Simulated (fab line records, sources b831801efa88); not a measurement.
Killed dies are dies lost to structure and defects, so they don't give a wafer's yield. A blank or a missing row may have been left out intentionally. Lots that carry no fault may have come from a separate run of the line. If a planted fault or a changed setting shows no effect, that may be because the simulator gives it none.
fab line records | flow sfq-line
record: lots: 6 wafers: 18 last-day: 88
route steps=325 shown R5@213 I5@228 C5@240 M6@251 M8@325
lots that met no fault: taken from a fault-free run of the same line
start-h: the number of hours between the record's first day and the start of the first shown wafer of the lot | wait-h: hours elapsed since this lot's preceding step | " unchanged from the row above | L1.1+2: several wafers, shown together as one row | - no value, or no start was given | * or withheld: withheld | < > ~ a bound
route shown NAME@n: a module of which the file shows steps, and the number in the route of the first | usual: the fault-free wafers' mean and standard deviation | same: alike in all rows | chamber/n: place in a boat | sites: per-site readings | _std_site: standard deviation of those values | _edge_site: outer sites' mean less inner sites' | radius-mm: for every site, how far away it sits from the centre of the wafer | mask NAME#n: copy n | behind: the most recent tool/chamber to have shaped the wafer | hold: what put the lot on hold/how long, in hours/how the hold closed | device: whichever transistor did not switch (one of n, p or np) | end of line: tests run on the same wafers once the route is complete | a step given without rows: its recipe and nothing more | killed: count of dies lost to structure and defects at first sort (not the wafer's yield) | map: the dies of a wafer, with x for killed, . for not killed, _ for no die there
set.NAME: the setting the step ran with; set.NAME@STEP: the setting that earlier step ran with | model.NAME: the simulator's own value behind a step, which no gauge read
certain route steps with their lots: each step a table, each wafer a row
services: the hour from which a tool's chamber was out of use, counted from the record's first day as start-h (under 0 if before that day), plus the number of hours and why
== steps ==
step: SFQ_TRILAYER_R5_DEP_SPUTTER_133
recipe: material: MoNx base-pressure-pa: 1.33e-06 target-thk-nm: 40 power-w: 1000 time-s: 66.7 chamber-pressure-pa: 0.4
step: SFQ_TRILAYER_R5_DEP_SPUTTER_134
recipe: material: Ti base-pressure-pa: 1.33e-06 target-thk-nm: 5 power-w: 2000 time-s: 5 chamber-pressure-pa: 0.4
step: SFQ_R5_RS_MEAS_933
recipe: thk-meas-gauge: four-point-probe reads: Ti_of_TRILAYER_R5_DEP_SPUTTER_134+MoNx_of_TRILAYER_R5_DEP_SPUTTER_133+Ti_of_TRILAYER_R5_DEP_SPUTTER_132
usual: R5_MONX_RS: 7.05/0.062
columns lot.wafer tool chamber start-h wait-h R5_MONX_RS[ohm/sq]
L414.4 film-metro-03 - 1441.58 0.1 7.01
L414.5 " - " " 7.02
L414.6 " - " " 7.03
L415.1 film-metro-01 - 1546.41 0.0 7.10
L415.4 " - " " 6.98
L415.6 " - " " 7.10
L421.1 film-metro-03 - 1571.14 0.0 6.96
L421.2 " - " " 7.07
L421.5 " - " " 6.98
L423.4 film-metro-01 - 1577.20 0.1 7.00
L423.5 " - " " 6.95
L423.6 " - " " 7.04
L430.3 film-metro-03 - 1671.15 0.0 7.11
L430.4 " - " " 7.15
L430.6 " - " " 7.22
L433.3 film-metro-04 - 1791.00 0.0 7.03
L433.4 " - " " 7.06
L433.6 " - " " 7.09
step: SFQ_R5_THK_MEAS_934
recipe: thk-meas-gauge: xrf reads: MoNx_of_TRILAYER_R5_DEP_SPUTTER_133
usual: R5_MONX_THK: 40.4/0.42
columns lot.wafer tool chamber start-h wait-h R5_MONX_THK[nm]
L414.4 film-metro-03 - 1441.67 0.1 40.4
L414.5 " - " " 40.7
L414.6 " - " " 40.5
L415.1 film-metro-01 - 1546.53 0.1 40.1
L415.4 " - " " 40.9
L415.6 " - " " 40.3
L421.1 film-metro-03 - 1571.26 0.1 41.0
L421.2 " - " " 40.3
L421.5 " - " " 41.1
L423.4 film-metro-01 - 1577.29 0.1 41.0
L423.5 " - " " 41.2
L423.6 " - " " 41.0
L430.3 film-metro-03 - 1671.25 0.1 40.2
L430.4 " - " " 39.9
L430.6 " - " " 39.5
L433.3 film-metro-04 - 1791.10 0.1 40.2
L433.4 " - " " 40.0
L433.6 " - " " 40.2
step: SFQ_TRILAYER_R5_LITHO_COAT_141
recipe: resist: BARC spin-rpm: 3000 resist-thk-nm: 62
step: SFQ_TRILAYER_R5_LITHO_COAT_136
recipe: resist: KrF spin-rpm: 3000 resist-thk-nm: 600
step: SFQ_TRILAYER_R5_LITHO_SOFTBAKE_140
recipe: temp-c: withheld time-s: withheld resist: KrF
step: SFQ_TRILAYER_R5_LITHO_EXPOSE_137
recipe: mask-id: R5 na: 0.6 source-shape: conventional sigma-outer: 0.65 target-cd-nm: 500 dose-mj: 14.4
step: SFQ_TRILAYER_R5_LITHO_PEB_139
recipe: peb-temp-c: 115 peb-time-s: 60 resist: KrF
step: SFQ_TRILAYER_R5_LITHO_DEVELOP_138
recipe: time-s: 60 resist: KrF
step: SFQ_R5_OVL_MEAS_935
usual: R5_OVL: 0/5.2
columns lot.wafer tool chamber start-h wait-h R5_OVL[nm]
L414.4 overlay-01 - 1563.54 0.1 1
L414.5 " - " " 5
L414.6 " - " " -8
L415.1 overlay-02 - 1572.86 0.1 -4
L415.4 " - " " -7
L415.6 " - " " -4
L421.1 overlay-01 - 1580.06 0.1 -7
L421.2 " - " " -8
L421.5 " - " " -5
L423.4 overlay-01 - 1582.48 0.1 -2
L423.5 " - " " 3
L423.6 " - " " -2
L430.3 overlay-02 - 1673.55 0.1 -11
L430.4 " - " " -9
L430.6 " - " " -8
L433.3 overlay-02 - 1899.48 0.1 4
L433.4 " - " " 10
L433.6 " - " " 5
step: SFQ_TRILAYER_R5_BARC_OPEN_METAL_ETCH_177
recipe: mask-material: PR chemistry: O2 target-depth-nm: 125 target: BARC icp-w: 600 bias-w: 80 pressure-mtorr: 10 time-s: 41.7
usual: drypump-motor-current-A: 5.70/0.17 oes-product-au: 0.685/0.0043
columns lot.wafer tool chamber start-h wait-h drypump-motor-current-A oes-product-au rf-hours-counter-h
L414.4 rie-metal-01 0 1563.57 0.0 5.59 0.681 -
L414.5 " 1 " " 5.62 0.677 -
L414.6 " 0 " " 5.59 0.679 -
L415.1 rie-metal-04 1 1572.90 0.0 5.94 0.686 98
L415.4 " 1 " " 5.93 0.683 -
L415.6 " 0 " " 5.78 0.687 -
L421.1 rie-metal-04 0 1580.10 0.0 5.80 0.686 109
L421.2 " 1 " " 5.91 0.684 99
L421.5 " 0 " " 5.80 0.680 -
L423.4 rie-metal-04 1 1582.52 0.0 5.92 0.683 -
L423.5 " 1 " " 5.91 0.684 -
L423.6 " 0 " " 5.81 0.689 -
L430.3 rie-metal-04 0 1673.61 0.1 5.78 0.683 -
L430.4 " 0 " " 5.80 0.692 -
L430.6 " 0 " " 5.78 0.690 -
L433.3 rie-metal-02 1 1899.52 0.0 5.39 0.684 -
L433.4 " 0 " " 5.69 0.692 -
L433.6 " 1 " " 5.39 0.684 -
step: SFQ_TRILAYER_R5_ETCH_METAL_ETCH_139
recipe: stop-on: SiO2 mask-material: PR chemistry: Cl2 target-depth-nm: 60 icp-w: 600 bias-w: 80 pressure-mtorr: 10 time-s: 40
usual: drypump-motor-current-A: 5.70/0.17 oes-product-au: 0.990/0.0053
columns lot.wafer tool chamber start-h wait-h drypump-motor-current-A oes-product-au rf-hours-counter-h model.etch.depth-nm model.R5.feature-depth-nm model.KrF_of_TRILAYER_R5_LITHO_COAT_136.thk-nm
L414.4 rie-metal-01 0 1563.63 0.0 5.58 0.985 - 59.54 59.54 502.4
L414.5 " 1 " " 5.62 0.992 - 59.81 59.81 499.2
L414.6 " 0 " " 5.59 0.991 - 59.62 59.62 500.3
L415.1 rie-metal-04 1 1572.96 0.0 5.92 0.982 98 59.59 59.59 496.2
L415.4 " 1 " " 5.93 0.987 - 59.41 59.41 496.4
L415.6 " 0 " " 5.78 0.993 - 59.65 59.65 496.5
L421.1 rie-metal-04 0 1580.16 0.0 5.81 0.982 109 59.31 59.31 496.7
L421.2 " 1 " " 5.93 0.982 99 59.32 59.32 499.5
L421.5 " 0 " " 5.82 0.713 - 32.41 32.41 509.9
L423.4 rie-metal-04 1 1582.58 0.0 5.92 0.986 - 59.88 59.88 497.8
L423.5 " 1 " " 5.93 0.713 - 32.67 32.67 510.3
L423.6 " 0 " " 5.78 0.990 - 59.9 59.9 501.3
L430.3 rie-metal-04 0 1673.73 0.1 5.76 0.995 - 59.68 59.68 499.4
L430.4 " 0 " " 5.78 0.993 - 60 60 499.2
L430.6 " 0 " " 5.76 0.982 - 59.73 59.73 497.5
L433.3 rie-metal-02 1 1899.58 0.0 5.39 0.993 - 60 60 495.7
L433.4 " 0 " " 5.75 0.996 - 60 60 498.5
L433.6 " 1 " " 5.42 0.990 - 60 60 494.2
step: SFQ_TRILAYER_R5_STRIP_STRIP_140
recipe: gas: O2 power-w: 200 platen-temp-c: 40 overash-fraction: 0.65 chemistry: O2 pressure-mtorr: 50
step: SFQ_TRILAYER_R5_STRIP_SOLV_CLEAN_141
recipe: chemistry: NMP temp-c: 70 time-s: 600
step: SFQ_TRILAYER_A5C_DEP_PECVD_142
recipe: material: SiO2 temp-c: 150 time-s: 15.556 pressure-torr: 2.4 rf-w: 183.3 precursor: SiH4/N2O target-thk-nm: 70
step: SFQ_TRILAYER_I5_LITHO_COAT_149
recipe: resist: BARC spin-rpm: 3000 resist-thk-nm: 62
step: SFQ_TRILAYER_I5_LITHO_COAT_144
recipe: resist: KrF spin-rpm: 3000 resist-thk-nm: 650
step: SFQ_TRILAYER_I5_LITHO_SOFTBAKE_148
recipe: temp-c: withheld time-s: withheld resist: KrF
step: SFQ_TRILAYER_I5_LITHO_EXPOSE_145
recipe: mask-id: I5 na: 0.6 source-shape: conventional sigma-outer: 0.65 target-cd-nm: 700 dose-mj: 21.3
step: SFQ_TRILAYER_I5_LITHO_PEB_147
recipe: peb-temp-c: 115 peb-time-s: 60 resist: KrF
step: SFQ_TRILAYER_I5_LITHO_DEVELOP_146
recipe: time-s: 60 resist: KrF
step: SFQ_I5_OVL_MEAS_936
usual: I5_OVL: 1/4
columns lot.wafer tool chamber start-h wait-h I5_OVL[nm]
L414.4 overlay-01 - 1566.74 0.1 -6
L414.5 " - " " -2
L414.6 " - " " -5
L415.1 overlay-01 - 1689.77 0.1 1
L415.4 " - " " 8
L415.6 " - " " 6
L421.1 overlay-01 - 1699.37 0.1 -1
L421.2 " - " " 1
L421.5 " - " " -2
L423.4 overlay-02 - 1704.19 0.1 1
L423.5 " - " " 1
L423.6 " - " " 3
L430.3 overlay-02 - 1795.87 0.1 -1
L430.4 " - " " -11
L430.6 " - " " -3
L433.3 overlay-02 - 1902.68 0.1 0
L433.4 " - " " 1
L433.6 " - " " 6
step: SFQ_TRILAYER_I5_BARC_OPEN_VIA_ETCH_200
recipe: mask-material: PR chemistry: O2 target-depth-nm: 125 target: BARC source-w: 500 bias-w: 80 pressure-mtorr: 30 time-s: 41.7
usual: drypump-motor-current-A: 5.8/0.62 oes-product-au: 0.686/0.0047
columns lot.wafer tool chamber start-h wait-h drypump-motor-current-A oes-product-au rf-hours-counter-h
L414.4 rie-diel-03 0 1566.76 0.0 6.3 0.684 20
L414.5 " 2 " " 5.3 0.690 -
L414.6 " 1 " " 6.6 0.682 -
L415.1 rie-diel-02 3 1689.80 0.0 5.7 0.678 9
L415.4 " 3 " " 5.7 0.685 -
L415.6 " 1 " " 5.2 0.674 -
L421.1 rie-diel-01 3 1699.40 0.0 6.8 0.693 17
L421.2 " 1 " " 4.8 0.685 9
L421.5 " 0 " " 5.3 0.674 -
L423.4 rie-diel-02 3 1704.22 0.0 5.7 0.688 -
L423.5 " 1 " " 5.2 0.682 -
L423.6 " 0 " " 5.8 0.689 -
L430.3 rie-diel-03 3 1795.90 0.0 5.9 0.693 15
L430.4 " 2 " " 5.3 0.681 18
L430.6 " 1 " " 6.6 0.683 -
L433.3 rie-diel-01 2 1902.71 0.0 6.7 0.691 15
L433.4 " 0 " " 5.3 0.686 5
L433.6 " 3 " " 6.7 0.687 -
step: SFQ_TRILAYER_I5_ETCH_VIA_ETCH_147
recipe: stop-on: Nb mask-material: PR chemistry: CHF3 target-depth-nm: 360 source-w: 500 bias-w: 80 pressure-mtorr: 30 time-s: withheld
step: SFQ_TRILAYER_I5_STRIP_STRIP_148
recipe: gas: O2 power-w: 200 platen-temp-c: 40 overash-fraction: 0.65 chemistry: O2 pressure-mtorr: 50
usual: drypump-motor-current-A: 5.7/0.34 oes-product-au: 1.000/0.0071
same: overash-fraction: 0.65
columns lot.wafer tool chamber start-h wait-h drypump-motor-current-A oes-product-au rf-hours-counter-h
L414.4 rie-metal-01 1 1567.15 - 5.6 0.990 -
L414.5 " 0 " " 5.6 0.989 -
L414.6 " 1 " " 5.6 1.003 -
L415.1 rie-metal-03 1 1689.99 - 6.0 1.001 89
L415.4 " 0 " " 6.4 0.993 -
L415.6 " 0 " " 6.4 0.989 -
L421.1 rie-metal-02 1 1699.59 - 5.4 1.003 49
L421.2 " 1 " " 5.4 0.999 -
L421.5 " 1 " " 5.4 1.003 -
L423.4 rie-metal-02 1 1704.99 - 5.4 0.994 -
L423.5 " 1 " " 5.4 0.998 -
L423.6 " 1 " " 5.4 1.003 -
L430.3 rie-metal-01 0 1796.28 - 5.6 0.991 -
L430.4 " 1 " " 5.6 0.988 -
L430.6 " 0 " " 5.6 0.998 -
L433.3 rie-metal-02 0 1903.10 - 5.7 0.991 -
L433.4 " 1 " " 5.4 1.004 -
L433.6 " 1 " " 5.4 1.006 -
step: SFQ_TRILAYER_I5_STRIP_SOLV_CLEAN_149
recipe: chemistry: NMP temp-c: 70 time-s: 600
step: SFQ_TRILAYER_C5_LITHO_COAT_156
recipe: resist: BARC spin-rpm: 3000 resist-thk-nm: 62
step: SFQ_TRILAYER_C5_LITHO_COAT_151
recipe: resist: KrF spin-rpm: 3000 resist-thk-nm: 650
step: SFQ_TRILAYER_C5_LITHO_SOFTBAKE_155
recipe: temp-c: withheld time-s: withheld resist: KrF
step: SFQ_TRILAYER_C5_LITHO_EXPOSE_152
recipe: mask-id: C5 na: 0.6 source-shape: conventional sigma-outer: 0.65 target-cd-nm: 500 dose-mj: 21.3
step: SFQ_TRILAYER_C5_LITHO_PEB_154
recipe: peb-temp-c: 115 peb-time-s: 60 resist: KrF
step: SFQ_TRILAYER_C5_LITHO_DEVELOP_153
recipe: time-s: 60 resist: KrF
step: SFQ_C5_OVL_MEAS_937
usual: C5_OVL: 0/5
columns lot.wafer tool chamber start-h wait-h C5_OVL[nm]
L414.4 overlay-01 - 1685.74 0.1 1
L414.5 " - " " 2
L414.6 " - " " 1
L415.1 overlay-02 - 1693.02 0.1 -3
L415.4 " - " " -4
L415.6 " - " " 1
L421.1 overlay-01 - 1703.22 0.1 1
L421.2 " - " " 11
L421.5 " - " " 9
L423.4 overlay-01 - 1708.23 0.1 5
L423.5 " - " " 3
L423.6 " - " " 3
L430.3 overlay-02 - 1904.28 0.1 -3
L430.4 " - " " -2
L430.6 " - " " -2
L433.3 overlay-01 - 1939.18 0.1 -6
L433.4 " - " " -5
L433.6 " - " " -3
step: SFQ_TRILAYER_C5_BARC_OPEN_VIA_ETCH_210
recipe: mask-material: PR chemistry: O2 target-depth-nm: 125 target: BARC source-w: 500 bias-w: 80 pressure-mtorr: 30 time-s: 41.7
step: SFQ_TRILAYER_C5_ETCH_VIA_ETCH_154
recipe: target: SiO2 mask-material: PR chemistry: CHF3 target-depth-nm: 84 source-w: 500 bias-w: 80 pressure-mtorr: 30 time-s: withheld stop-on: Nb
usual: drypump-motor-current-A: 5.7/0.64 oes-product-au: 0.896/0.0098
columns lot.wafer tool chamber start-h wait-h drypump-motor-current-A oes-product-au
L414.4 rie-diel-04 1 1685.79 0.0 5.3 0.910
L414.5 " 0 " " 5.3 0.911
L414.6 " 3 " " 6.6 0.907
L415.1 rie-diel-02 0 1693.09 0.0 5.9 0.889
L415.4 " 3 " " 5.7 0.898
L415.6 " 0 " " 5.8 0.903
L421.1 rie-diel-01 0 1703.29 0.0 5.3 0.891
L421.2 " 3 " " 6.7 0.884
L421.5 " 1 " " 4.8 0.893
L423.4 rie-diel-01 1 1708.29 0.0 4.8 0.905
L423.5 " 2 " " 6.8 0.901
L423.6 " 1 " " 4.8 0.894
L430.3 rie-diel-02 3 1904.34 0.0 5.7 0.885
L430.4 " 1 " " 5.2 0.905
L430.6 " 0 " " 5.8 0.893
L433.3 rie-diel-04 0 1939.24 0.0 5.4 0.885
L433.4 " 1 " " 5.3 0.893
L433.6 " 1 " " 5.3 0.891
step: SFQ_TRILAYER_C5_STRIP_STRIP_155
recipe: gas: O2 power-w: 200 platen-temp-c: 40 overash-fraction: 0.65 chemistry: O2 pressure-mtorr: 50
usual: drypump-motor-current-A: 5.9/0.31 oes-product-au: 0.999/0.0085
same: overash-fraction: 0.65
columns lot.wafer tool chamber start-h wait-h drypump-motor-current-A oes-product-au rf-hours-counter-h
L414.4 rie-metal-04 0 1686.04 - 5.8 0.987 -
L414.5 " 0 " " 5.8 0.992 -
L414.6 " 1 " " 5.9 0.994 -
L415.1 rie-metal-04 0 1693.14 - 5.8 0.992 124
L415.4 " 1 " " 6.0 1.000 -
L415.6 " 1 " " 5.9 0.997 -
L421.1 rie-metal-01 1 1703.34 - 5.6 1.003 117
L421.2 " 0 " " 5.6 0.995 27
L421.5 " 0 " " 5.6 0.992 -
L423.4 rie-metal-04 0 1708.54 - 5.8 0.994 -
L423.5 " 1 " " 5.9 0.998 -
L423.6 " 0 " " 5.8 0.991 -
L430.3 rie-metal-01 0 1904.59 - 5.6 1.001 -
L430.4 " 1 " " 5.6 1.017 -
L430.6 " 0 " " 5.6 1.016 -
L433.3 rie-metal-04 0 1939.49 - 5.8 1.003 -
L433.4 " 1 " " 5.9 1.009 -
L433.6 " 1 " " 5.9 1.019 -
step: SFQ_TRILAYER_C5_STRIP_SOLV_CLEAN_156
recipe: chemistry: NMP temp-c: 70 time-s: 600
step: SFQ_TRILAYER_M6_DEP_PRE_CLEAN_158
recipe: gas: Ar time-s: 22.5 bias-v: 250
step: SFQ_TRILAYER_M6_DEP_SPUTTER_157
recipe: material: Nb base-pressure-pa: 1.33e-06 chamber-pressure-pa: 0.1333 substrate-temp-c: 20 target-thk-nm: 200 power-w: 2000 time-s: 133.3
step: SFQ_M6_RS_MEAS_938
recipe: thk-meas-gauge: four-point-probe reads: Nb_of_TRILAYER_M6_DEP_SPUTTER_157
usual: M6_NB_RS: 0.889/0.0094
columns lot.wafer tool chamber start-h wait-h M6_NB_RS[ohm/sq]
L414.4 film-metro-01 - 1686.97 0.1 0.896
L414.5 " - " " 0.900
L414.6 " - " " 0.896
L415.1 film-metro-02 - 1694.04 0.0 0.896
L415.4 " - " " 0.887
L415.6 " - " " 0.892
L421.1 film-metro-01 - 1704.24 0.0 0.904
L421.2 " - " " 0.910
L421.5 " - " " 0.909
L423.4 film-metro-01 - 1709.29 0.1 0.886
L423.5 " - " " 0.893
L423.6 " - " " 0.878
L430.3 film-metro-04 - 1905.33 0.1 0.860
L430.4 " - " " 0.866
L430.6 " - " " 0.870
L433.3 film-metro-02 - 1940.23 0.1 0.896
L433.4 " - " " 0.886
L433.6 " - " " 0.886
step: SFQ_M8_BOW_MEAS_951
recipe: mode: bow
usual: M8_BOW: 9/7.9
columns lot.wafer tool chamber start-h wait-h M8_BOW[um] model.etest.r5.comb-log10-ohm
L414.4 film-metro-04 - 2014.19 0.1 17 12
L414.5 " - " " 15 12
L414.6 " - " " 20 12
L415.1 film-metro-02 - 2017.72 0.0 -1 12
L415.4 " - " " 0 12
L415.6 " - " " 0 12
L421.1 film-metro-02 - 2025.67 0.0 10 12
L421.2 " - " " 7 12
L421.5 " - " " 2 0
L423.4 film-metro-02 - 2028.13 0.1 10 12
L423.5 " - " " 20 0
L423.6 " - " " 21 12
L430.3 film-metro-04 - 2077.88 0.0 17 12
L430.4 " - " " 20 12
L430.6 " - " " 4 12
L433.3 film-metro-02 - 2114.95 0.0 10 12
L433.4 " - " " 17 12
L433.6 " - " " 10 12
== services ==
columns tool chamber start-h hours kind
rie-diel-01 2 1565.34 6.6 repair
rie-diel-01 - 1590.82 2.3 repair
rie-diel-02 2 1601.43 1.7 repair
rie-diel-02 3 1604.14 4.0 repair
rie-metal-01 - 1608.60 0.2 repair
rie-diel-01 1 1620.43 6.9 repair
rie-metal-02 - 1632.35 2.8 pm
rie-metal-04 0 1660.49 6.5 repair
rie-metal-04 1 1662.43 19.2 repair
rie-metal-02 1 1674.84 10.0 repair
rie-metal-04 - 1695.41 1.2 repair
rie-diel-02 3 1724.95 9.0 repair
rie-diel-01 3 1733.54 7.7 repair
rie-diel-02 2 1749.13 8.9 repair
rie-diel-01 2 1759.63 7.6 repair
rie-diel-02 3 1760.70 3.5 repair
rie-diel-02 3 1781.29 8.8 repair
rie-diel-01 - 1793.11 2.8 pm
rie-diel-01 3 1797.68 2.1 repair
rie-diel-01 1 1800.83 5.4 repair
rie-metal-01 1 1801.42 16.4 repair
rie-metal-01 - 1823.96 1.4 pm
rie-diel-02 3 1856.98 5.4 repair
rie-metal-01 1 1884.81 6.7 repair
== key ==
first-sign: step: SFQ_TRILAYER_R5_ETCH_METAL_ETCH_139 reading: oes-product-au direction: down sigmas: 52 usual: 0.990 struck: 0.713
effect none on later readings
model-effect: step: SFQ_TRILAYER_R5_ETCH_METAL_ETCH_139 value: etch.depth-nm without: 59.57 struck: 32.54
model-effect: step: SFQ_M8_BOW_MEAS_951 value: etest.r5.comb-log10-ohm without: 12 struck: 0
met-at SFQ_TRILAYER_R5_ETCH_METAL_ETCH_139
struck-wafers L421.5,L423.5
onset-between 1572.96 1580.16
fault: kind: process-parameter-drift tool: rie-metal-04 chamber: - onset-h: 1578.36 steps: SFQ_TRILAYER_R5_ETCH_METAL_ETCH_139 channel: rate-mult offset: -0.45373 shape: step end-h: 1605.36 scope: struck-wafers-only
